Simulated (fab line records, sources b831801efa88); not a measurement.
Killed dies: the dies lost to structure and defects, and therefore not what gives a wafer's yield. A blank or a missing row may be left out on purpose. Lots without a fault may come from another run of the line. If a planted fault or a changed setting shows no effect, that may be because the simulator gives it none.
Which tool was responsible? + flow gf180mcu + 14 lots with 42 wafers sampled at 4 steps, on a route of 602 steps

WHAT THE GAUGES READ, wafer by wafer
GF_VT_IMPLANT_RS_MEAS_49: a four-point-probe measurement. Usual: MVPSD_RS typically reads 1170 ohm/sq, with standard deviation 3.4.
| lot  | measured     | on            | MVPSD_RS (ohm/sq) | flag |
|------|--------------|---------------|-------------------|------|
| L168 | day 7 12:47  | film_metro-01 | 1167 1168 1170    |      |
| L169 | day 7 19:23  | film_metro-04 | 1172 1174 1171    |      |
| L170 | day 8 03:36  | film_metro-01 | 1164 1168 1170    |      |
| L178 | day 10 05:59 | film_metro-01 | 1168 1166 1165    |      |
| L181 | day 11 02:42 | film_metro-01 | 1165 1167 1164    |      |
| L182 | day 11 12:16 | film_metro-02 | 1170 1170 1175    |      |
| L183 | day 11 18:36 | film_metro-01 | 1171 1176 1172    |      |
| L184 | day 12 04:05 | film_metro-01 | 1176 1174 1174    |      |
| L186 | day 12 11:20 | film_metro-02 | 1174 1172 1169    |      |
| L187 | day 12 19:29 | film_metro-01 | 1172 1173 1170    |      |
| L189 | day 13 12:58 | film_metro-01 | 1164 1167 1164    |      |
| L190 | day 13 17:14 | film_metro-02 | 1167 1166 1168    |      |

EACH LOT AND THE TOOL THAT RAN IT (in order: tool; ch and the chambers of the sampled wafers; start)
| lot  | GF_STI_WET_ETCH_17             | GF_STI_CMP_25                | GF_MVPSD_STRIP_10                    |
|------|--------------------------------|------------------------------|--------------------------------------|
| L168 | wet_bench-04 ch 2, day 2 01:47 | cmp-01 ch 0,1,2, day 2 03:30 | plasma_asher-03 ch 0,1, day 4 23:46  |
| L169 | wet_bench-02 ch 2, day 2 06:23 | cmp-02 ch 0,3, day 2 08:04   | plasma_asher-02 ch 0,1, day 5 05:14  |
| L170 | wet_bench-03 ch 3, day 2 11:58 | cmp-02 ch 1,2,3, day 2 14:09 | plasma_asher-03 ch 0,1, day 5 13:47  |
| L174 | wet_bench-03 ch 1, day 3 09:19 | cmp-01 ch 0,1,2, day 3 11:22 | -                                    |
| L175 | wet_bench-03 ch 3, day 3 13:59 | cmp-01 ch 0,2,3, day 3 15:44 | -                                    |
| L178 | wet_bench-03 ch 0, day 4 04:47 | cmp-01 ch 0,1,2, day 4 06:55 | plasma_asher-04 ch 0,1, day 7 12:07  |
| L181 | wet_bench-04 ch 1, day 4 20:52 | cmp-02 ch 0,1,2, day 4 22:44 | plasma_asher-03 ch 0,1, day 8 05:38  |
| L182 | wet_bench-04 ch 2, day 5 03:37 | cmp-02 ch 1,2,3, day 5 05:24 | plasma_asher-03 ch 0,1, day 8 13:48  |
| L183 | wet_bench-02 ch 0, day 5 07:40 | cmp-01 ch 2,3, day 5 09:23   | plasma_asher-02 ch 0,1, day 8 18:07  |
| L184 | wet_bench-02 ch 2, day 5 12:13 | cmp-02 ch 0,3, day 5 13:55   | plasma_asher-03 ch 0,1, day 9 01:55  |
| L186 | wet_bench-03 ch 0, day 5 22:21 | cmp-02 ch 1,2, day 6 00:02   | plasma_asher-02 ch 0,1, day 9 09:59  |
| L187 | wet_bench-03 ch 3, day 6 04:14 | cmp-01 ch 0,1, day 6 05:57   | plasma_asher-04 ch 0,1, day 9 16:43  |
| L189 | wet_bench-02 ch 0, day 6 14:20 | cmp-01 ch 0,1, day 6 15:59   | plasma_asher-02 ch 0,1, day 10 08:47 |
| L190 | wet_bench-02 ch 0, day 6 20:11 | cmp-01 ch 0,2,3, day 6 21:51 | plasma_asher-02 ch 0,1, day 10 12:16 |
- GF_STI_WET_ETCH_17: etches Si3N4 in H3PO4, target depth 45 nm, time 514 s.
- GF_STI_CMP_25: polishes, stops on Si3N4, t overpolish 33 s, target thk 524.6 nm.
- GF_MVPSD_STRIP_10: strips in O2/N2.

AS READ BY THE TOOLS THEMSELVES (means over the sampled wafers that have a number; for cases with no such wafer, the mark the record gives instead)
GF_STI_WET_ETCH_17. Usual: bath_guard_temp_C 159.84 C, standard deviation 0.3; bath_heat_duty_pct 26.3 %, standard deviation 2.9.
| lot  | tool         | bath_guard_temp_C (C) | bath_heat_duty_pct (%) | flag |
|------|--------------|-----------------------|------------------------|------|
| L168 | wet_bench-04 | 159.57                | 34.5                   |      |
| L169 | wet_bench-02 | 159.91                | 23.6                   |      |
| L170 | wet_bench-03 | 159.49                | 24.5                   |      |
| L174 | wet_bench-03 | -                     | -                      | OFF  |
| L175 | wet_bench-03 | -                     | -                      | OFF  |
| L178 | wet_bench-03 | 160.00                | 27.6                   |      |
| L181 | wet_bench-04 | 159.83                | 27.2                   |      |
| L182 | wet_bench-04 | 160.00                | 32.2                   |      |
| L183 | wet_bench-02 | 159.65                | 25.2                   |      |
| L184 | wet_bench-02 | 159.95                | 23.0                   |      |
| L186 | wet_bench-03 | 159.84                | 27.2                   |      |
| L187 | wet_bench-03 | 159.66                | 23.3                   |      |
| L189 | wet_bench-02 | 159.38                | 26.1                   |      |
| L190 | wet_bench-02 | 159.85                | 25.4                   |      |

GF_STI_CMP_25. Usual: motor_current_A at 11.5 A, with a standard deviation of 1.1.
| lot  | tool   | motor_current_A (A) | flag |
|------|--------|---------------------|------|
| L168 | cmp-01 | 10.8                |      |
| L169 | cmp-02 | 11.6                |      |
| L170 | cmp-02 | 12.2                |      |
| L174 | cmp-01 | 10.8                |      |
| L175 | cmp-01 | 11.1                |      |
| L178 | cmp-01 | 10.8                |      |
| L181 | cmp-02 | 12.6                |      |
| L182 | cmp-02 | 12.4                |      |
| L183 | cmp-01 | 11.2                |      |
| L184 | cmp-02 | 12.0                |      |
| L186 | cmp-02 | 12.5                |      |
| L187 | cmp-01 | 10.7                |      |
| L189 | cmp-01 | 10.7                |      |
| L190 | cmp-01 | 10.7                |      |

GF_MVPSD_STRIP_10. Usual: drypump_motor_current_A 5.65 A, standard deviation 0.25; heater_power_w 328 W, standard deviation 36; oes_product_au 0.722 a.u., standard deviation 0.0043; strip_time_to_endpoint_s 37.01 s, standard deviation 0.11.
| lot  | tool            | drypump_motor_current_A (A) | heater_power_w (W) | oes_product_au (a.u.) | strip_time_to_endpoint_s (s) | flag |
|------|-----------------|-----------------------------|--------------------|-----------------------|------------------------------|------|
| L168 | plasma_asher-03 | 5.72                        | 360                | 0.720                 | 37.10                        |      |
| L169 | plasma_asher-02 | 5.61                        | 313                | 0.719                 | 36.91                        |      |
| L170 | plasma_asher-03 | 5.87                        | 366                | 0.723                 | 37.00                        |      |
| L178 | plasma_asher-04 | 5.38                        | 285                | 0.722                 | 36.94                        |      |
| L181 | plasma_asher-03 | 5.75                        | 358                | 0.724                 | 37.13                        |      |
| L182 | plasma_asher-03 | 5.86                        | 374                | 0.724                 | 36.95                        |      |
| L183 | plasma_asher-02 | 5.53                        | 305                | 0.713                 | 36.98                        |      |
| L184 | plasma_asher-03 | 5.74                        | 365                | 0.721                 | 36.78                        |      |
| L186 | plasma_asher-02 | 5.52                        | 300                | 0.724                 | 37.03                        |      |
| L187 | plasma_asher-04 | 5.40                        | 280                | 0.718                 | 37.04                        |      |
| L189 | plasma_asher-02 | 5.60                        | 314                | 0.721                 | 36.73                        |      |
| L190 | plasma_asher-02 | 5.53                        | 308                | 0.722                 | 37.01                        |      |

THE ANSWER, worked out from the rows above alone
Rule: a lot counts as off when the mean over its wafers that have a number is more than 3 standard deviations away from the usual mean. A lot without any number at a reading at which 4 lots or more have one is off too. Any other lot the step has rows for is counted as sound. After the gauges, taken in route order, come the tools' own readings; for these a lot's mean is taken, as printed above. At the first step where some lot is off, the reading lying furthest off is the one used; lots without a number count as furthest.
Off, at GF_STI_WET_ETCH_17 on bath_guard_temp_C: L174, L175. Without a number there: L174, L175.
If a tool, at that step or one of the process steps before it, ran each lot that is off and ran no sound lot following the first of them, it fits. None of those tried fits.

WHAT THE SIMULATOR HAD INSERTED
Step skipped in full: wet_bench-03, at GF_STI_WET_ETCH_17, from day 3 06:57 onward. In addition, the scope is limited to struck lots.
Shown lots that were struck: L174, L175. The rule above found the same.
